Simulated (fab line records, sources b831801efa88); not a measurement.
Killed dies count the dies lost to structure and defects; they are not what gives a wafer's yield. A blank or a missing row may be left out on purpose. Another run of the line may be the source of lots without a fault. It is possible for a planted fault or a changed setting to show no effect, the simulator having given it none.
A lot that was struck, set against a sound lot -- flow gf180mcu -- 13 out of 602 route steps
Sound: these wafers, L752.1, L752.2, L752.6. The struck wafers were L760.2, L760.4. Last of all comes the cause.
For every step that has rows: the tool of each side, followed by ch and its chambers, followed by its first start. Under that, the readings that differ: sound wafers -- struck wafers -- difference of the means -- sigmas: that difference in standard deviations of wafers without a fault.
alike: a reading whose means differ by less than 2 such deviations, as well as words and numbers matching on both sides. not compared: withheld readings; readings where some wafer has no value; bounds like >300 that might hide an equal value; numbers whose values overlap and for which the record gives no deviation.
The two part at a step that has a row with sigmas, a row that says differs or no value, or rows on one side only. Non-overlapping numbers with no deviation appear without sigmas and do not part them. A reading missing from all wafers of one side parts the sides only when that side holds two or more wafers.

GF_STI_BOW_MEAS_00:
  sound: film metro-03 at day 3 22:00; struck: film metro-03 at day 5 14:01
  alike: INCOMING_BOW
then, 1 step without rows for these wafers: GF_STI_OXIDATION_01 (stabilise 600 s, purge 300 s, target thk 10 nm).
GF_STI_THK_MEAS_02:
  sound: film metro-04 at day 3 23:31; struck: film metro-04 at day 5 15:56
  alike: STI_OXIDATION_THK
then, 1 step without rows for these wafers: GF_STI_CVD_03 (deposits Si3N4 from DCS/NH3, target thk 207.16 nm, time 3551 s).
GF_STI_THK_MEAS_04:
  sound: film metro-04 at day 4 01:34; struck: film metro-04 at day 5 17:59
  alike: STI_CVD_03_THK
then, 5 steps without rows for these wafers: GF_STI_DEHYDRATE_05 (time 60 s); GF_STI_HMDS_06 (prime time 60 s); GF_STI_COAT_07 (resist thk 700 nm); GF_STI_SOFTBAKE_08 (time 60 s); GF_STI_EXPOSE_09 (exposes mask COMP, target cd 220 nm).
GF_STI_PEB_10: peb time 90 s.
  sound on litho track-01 ch 0, day 4 14:33; struck on litho track-04 ch 0, day 6 08:11
reading,sound,struck,difference,sigmas
heater power total W (W),85.67 85.67 85.58,86.97 86.95,+1.32,+17
  alike: resist line temp C
then, 1 step without rows for these wafers: GF_STI_DEVELOP_11 (develop time 60 s).
-- the record jumps here: 28 days lie between the struck wafers' starts before and after (it left off in module STI and takes up again in module PASSIVATION, whose first step shown is number 602 of the route) --
GF_PASSIVATION_PROBE_99:
  rows exist in the record for the struck wafers here (prober-01, day 34 09:09), but not for the sound ones

== WHERE THEY PART ==
Earliest at GF_STI_PEB_10; latest, in this record, at GF_PASSIVATION_PROBE_99.

WHY: whatever the simulator had introduced
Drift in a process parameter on litho track-04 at GF_STI_PEB_10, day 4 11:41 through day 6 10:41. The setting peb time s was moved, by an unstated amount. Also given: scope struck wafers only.
